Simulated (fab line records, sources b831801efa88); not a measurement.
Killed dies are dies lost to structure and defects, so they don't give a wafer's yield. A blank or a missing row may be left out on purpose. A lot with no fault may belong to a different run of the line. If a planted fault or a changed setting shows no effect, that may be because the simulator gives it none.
A struck lot beside a sound one / flow sky130 / 15 out of 708 route steps
Sound: these wafers, L886.2, L886.3, L886.4. Wafers struck: L876.1, L876.2, L876.3. At the end, the cause is stated.
Order at every step that has rows: each side's tool, ch and its chambers, its first start. Under that, the readings that differ: sound wafers / struck wafers / difference of the means / sigmas: that difference in standard deviations of wafers without a fault.
alike: a reading whose means differ by less than 2 such deviations, as well as words and numbers matching on both sides. not compared: withheld readings; readings where some wafer has no value; bounds like >300 that might hide an equal value; numbers whose values overlap and for which the record gives no deviation.
Wherever a step has rows on one side only, a row that says differs or no value, or a row with sigmas, the two part there. Numbers that have no deviation but don't overlap get no sigmas and don't part them. A reading missing from all wafers of one side parts the sides only when that side holds two or more wafers.

SKY_SD_N_OVL_MEAS_08:
  sound: overlay-02 at day 34 16:23; struck: overlay-01 at day 31 06:52
  alike: SD_N_OVL
then, 2 steps without rows for these wafers: SKY_SD_N_IMPLANT_09; SKY_SD_N_IMPLANT_10.
SKY_SD_N_STRIP_11: strips in O2/N2.
  sound on plasma_asher-04 ch 0,1, day 34 16:43; struck on plasma_asher-04 ch 0,1, day 31 07:13
  alike: drypump_motor_current_A, oes_product_au, strip_time_to_endpoint_s
  not compared: rf_hours_counter_h
SKY_SD_N_TW_MEAS_12:
  sound: film_metro-04 at day 34 16:49; struck: film_metro-04 at day 31 07:19
  alike: SD_N_TW
then, 1 step without rows for these wafers: SKY_SD_N_CLEAN_13 (cleans in SC1/SC2, time 150 s).
SKY_SD_N_RTA_14: time 2 s.
  sound on rtp_anneal-01 ch 0, day 34 16:56; struck on rtp_anneal-01 ch 0, day 31 07:26
  alike: lamp_power_pct, wafer_temp_C_max
SKY_SD_N_RS_MEAS_16: measures by four-point-probe.
  sound: film_metro-04 at day 34 17:07; struck: film_metro-02 at day 31 07:39
  alike: SD_N_RS
SKY_SD_N_RS_MEAS_17: measures by four-point-probe.
  sound: film_metro-04 at day 34 17:14; struck: film_metro-02 at day 31 07:46
  alike: SD_P_RS
SKY_SD_N_RS_MEAS_18: measures by four-point-probe.
  sound: film_metro-04 at day 34 17:22; struck: film_metro-02 at day 31 07:53
  alike: RES_XHIGH_RS
then, 1 step without rows for these wafers: SKY_SALICIDE_CLEAN_00 (cleans in HF-last, time 30 s).
SKY_LI_CONTACT_HDPCVD_00: deposits PSG, target thk 930 nm, time 155 s.
  sound on hdpcvd-02 ch 0,1, day 34 17:29; struck on hdpcvd-01 ch 0,1,2, day 31 08:02
reading=run_length_s (s); sound=183.8 182.9 183.9; struck=188.0 188.7 188.5; difference=+4.9; sigmas=+9
reading=model.PSG_of_LI_CONTACT_HDPCVD_00.thk_nm (nm); sound=923.6 924.9 925.8; struck=980.1 967 967.5; difference=+46.8; sigmas=
SKY_LI_CONTACT_THK_MEAS_01:
  sound: film_metro-01 at day 34 17:35; struck: film_metro-02 at day 31 08:22
reading=LI_CONTACT_HDPCVD_THK (nm); sound=924 924 926; struck=980 967 968; difference=+47; sigmas=+5
  not compared: hold
SKY_LI_CONTACT_CMP_02: polishes PSG.
  sound on cmp-01 ch 1,2,3, day 34 17:38; struck on cmp-02 ch 0,1,2, day 31 13:12
reading=hold; sound=- - -; struck=await_dispo/4.8h/release await_dispo/4.8h/release await_dispo/4.8h/release; difference=no value on the sound wafers; sigmas=
reading=time_to_endpoint_s (s); sound=32.5 31.0 32.2; struck=41.8 39.9 40.1; difference=+8.7; sigmas=+4
  alike: motor_current_A, retaining_ring_pressure_frac
-- record jumps: 17 days separate the struck wafers' starts on either side; left off in module LI_CONTACT, taken up again in module PAD_OPEN, whose first shown step is the route's number 708 --
SKY_PAD_OPEN_PROBE_99:
  sound: prober-02 at day 50 14:11; struck: prober-02 at day 48 09:12
  alike: killed_at_M0_to_M3, killed_at_M4_up, killed_at_contacts, killed_at_front_end, killed_at_other, killed_dies, killed_open, killed_short

## WHERE THEY PART
Last at SKY_LI_CONTACT_CMP_02 as far as this record goes, first at SKY_LI_CONTACT_HDPCVD_00. Later steps at which nothing parts them and some readings are alike: SKY_PAD_OPEN_PROBE_99.

WHY: what the simulator had put in
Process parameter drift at SKY_LI_CONTACT_HDPCVD_00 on hdpcvd-01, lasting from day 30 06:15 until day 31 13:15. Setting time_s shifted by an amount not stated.
